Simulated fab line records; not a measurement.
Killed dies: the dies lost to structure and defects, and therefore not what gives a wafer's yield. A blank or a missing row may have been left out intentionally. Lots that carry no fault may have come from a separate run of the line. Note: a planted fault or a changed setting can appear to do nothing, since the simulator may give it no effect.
Chamber matching || flow gf180mcu || 3 sister chambers for GF_V4_CVD_02 on pecvd-03
The step deposits SiO2 from TEOS, target thk 850 nm, time 94.851 s. 22 wafers are shown with their chamber, then 11 later ones without.

WAFERS PAIRED WITH THEIR CHAMBERS
{"wafer": "L075.3", "chamber": 1, "heater power w (W)": 1038}
{"wafer": "L075.5", "chamber": 2, "heater power w (W)": 461}
{"wafer": "L075.6", "chamber": 0, "heater power w (W)": 522}
{"wafer": "L076.2", "chamber": 1, "heater power w (W)": 866}
{"wafer": "L076.3", "chamber": 2, "heater power w (W)": 565}
{"wafer": "L076.5", "chamber": 2, "heater power w (W)": 595}
{"wafer": "L077.3", "chamber": 1, "heater power w (W)": 1032}
{"wafer": "L077.4", "chamber": 2, "heater power w (W)": 577}
{"wafer": "L077.5", "chamber": 0, "heater power w (W)": 599}
{"wafer": "L078.1", "chamber": 2, "heater power w (W)": 533}
{"wafer": "L078.3", "chamber": 1, "heater power w (W)": 1005}
{"wafer": "L078.6", "chamber": 2, "heater power w (W)": 576}
{"wafer": "L080.1", "chamber": 1, "heater power w (W)": 897}
{"wafer": "L080.2", "chamber": 2, "heater power w (W)": 513}
{"wafer": "L080.3", "chamber": 0, "heater power w (W)": 629}
{"wafer": "L083.1", "chamber": 2, "heater power w (W)": 540}
{"wafer": "L083.5", "chamber": 0, "heater power w (W)": 519}
{"wafer": "L083.6", "chamber": 2, "heater power w (W)": 571}
{"wafer": "L082.2", "chamber": 1, "heater power w (W)": 994}
{"wafer": "L082.5", "chamber": 1, "heater power w (W)": 1039}
{"wafer": "L082.6", "chamber": 0, "heater power w (W)": 503}
{"wafer": "L085.1", "chamber": 1, "heater power w (W)": 977}

SIGNATURES, as means of the wafers listed above
{"reading": "heater power w", "chamber 0": 554.40, "chamber 1": 981.00, "chamber 2": 547.89, "scatter within a chamber": 54.5}
Rule: a wafer's distance from a chamber is the root of the sum, over the readings, of the square of ((its reading less the chamber's mean) divided by the reading's scatter). The wafer belongs to the nearest chamber; if the next one is less than 2 further off, it can't be placed. How the scatter is found: for the shown wafers, subtract from each reading the mean of its chamber, square and add these, divide the total by (wafers less chambers), then take the root.

WAFERS WITH NO CHAMBER GIVEN
{"wafer": "L085.2", "heater power w (W)": 578}
{"wafer": "L085.4", "heater power w (W)": 584}
{"wafer": "L087.1", "heater power w (W)": 582}
{"wafer": "L087.3", "heater power w (W)": 597}
{"wafer": "L087.4", "heater power w (W)": 629}
{"wafer": "L088.1", "heater power w (W)": 1004}
{"wafer": "L088.2", "heater power w (W)": 580}
{"wafer": "L088.3", "heater power w (W)": 1048}
{"wafer": "L091.2", "heater power w (W)": 1024}
{"wafer": "L091.4", "heater power w (W)": 526}
{"wafer": "L091.5", "heater power w (W)": 868}

THE CHAMBER EACH PASSED THROUGH
{"wafer": "L085.2", "from the rows above": "can't be placed: 0 or 2", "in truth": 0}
{"wafer": "L085.4", "from the rows above": "can't be placed: 0 or 2", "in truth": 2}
{"wafer": "L087.1", "from the rows above": "can't be placed: 0 or 2", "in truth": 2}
{"wafer": "L087.3", "from the rows above": "can't be placed: 0 or 2", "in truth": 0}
{"wafer": "L087.4", "from the rows above": "can't be placed: 0 or 2", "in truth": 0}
{"wafer": "L088.1", "from the rows above": 1, "in truth": 1}
{"wafer": "L088.2", "from the rows above": "can't be placed: 0 or 2", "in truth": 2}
{"wafer": "L088.3", "from the rows above": 1, "in truth": 1}
{"wafer": "L091.2", "from the rows above": 1, "in truth": 1}
{"wafer": "L091.4", "from the rows above": "can't be placed: 2 or 0", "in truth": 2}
{"wafer": "L091.5", "from the rows above": 1, "in truth": 1}
4 of 11 placed correctly. Unplaceable from these rows: 7, with the true chamber sitting among the candidates in 7. Number placed wrongly: 0.
